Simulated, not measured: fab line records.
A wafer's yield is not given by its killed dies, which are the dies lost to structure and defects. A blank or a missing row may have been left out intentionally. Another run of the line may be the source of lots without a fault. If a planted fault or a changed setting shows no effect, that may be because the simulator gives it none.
A lot that was struck, set against a sound lot -- flow sky130 -- 14 out of 708 route steps
Sound: these wafers, L959.1, L959.4, L959.5. The struck wafers were L949.2, L949.4, L949.6. Last of all comes the cause.
Each step with rows lists, per side, the tool, then ch with its chambers, then its first start. Under that, the readings that differ: sound wafers -- struck wafers -- difference of the means -- sigmas: that difference in standard deviations of wafers without a fault.
alike: readings whose means differ by less than 2 such deviations, and words and numbers that are the same on both sides. not compared: withheld readings, readings that some wafer has no value for, bounds like >300 that may hide the same value, and numbers for which the record gives no deviation and whose values overlap.
Wherever a step has rows on one side only, a row that says differs or no value, or a row with sigmas, the two part there. Non-overlapping numbers with no deviation appear without sigmas and do not part them. A reading missing from all wafers of one side parts the sides only when that side holds two or more wafers.

first, 3 steps without rows for these wafers: SKY_METAL1_CLEAN_22 (cleans in IPA, time 180 s); SKY_METAL1_CLEAN_23 (cleans in O3/DIW); SKY_VIA1_HDPCVD_00 (deposits SiO2, target thk 1030 nm, time 171.7 s).
SKY_VIA1_THK_MEAS_01:
  sound: film-metro-01 at day 37 23:15; struck: film-metro-01 at day 34 18:28
  alike: VIA1_HDPCVD_THK
SKY_VIA1_CMP_02: polishes SiO2.
  sound on cmp-02 ch 0,1,3, day 37 23:19; struck on cmp-02 ch 0,3, day 34 18:31
  alike: motor-current-A, platen-rpm
SKY_VIA1_BOW_MEAS_03:
  sound: film-metro-02 at day 37 23:37; struck: film-metro-01 at day 34 18:50
  alike: VIA1_BOW
then, 6 steps without rows for these wafers: SKY_VIA1_DEHYDRATE_04 (time 60 s); SKY_VIA1_HMDS_05 (prime time 60 s); SKY_VIA1_COAT_06 (resist thk 60 nm); SKY_VIA1_COAT_07 (resist thk 450 nm); SKY_VIA1_SOFTBAKE_08 (time 90 s); SKY_VIA1_EXPOSE_09 (exposes mask VIM, target cd 150 nm).
SKY_VIA1_PEB_10:
  struck on litho-track-03, day 35 21:00; sound on litho-track-04 ch 0, day 39 00:00
reading,sound,struck,difference,sigmas
exhaust-pa (Pa),44.5 43.7 44.1,- - -,no value on the struck wafers,
  not compared: chill-plate-temp-C
then, 1 step without rows for these wafers: SKY_VIA1_DEVELOP_11 (develop time 60 s).

== WHERE THEY PART ==
At SKY_VIA1_PEB_10 and nowhere else, as far as this record goes.

WHY: whatever the simulator had introduced
At SKY_VIA1_PEB_10, the step was skipped entirely on litho-track-03 from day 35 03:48 on. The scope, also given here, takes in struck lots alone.
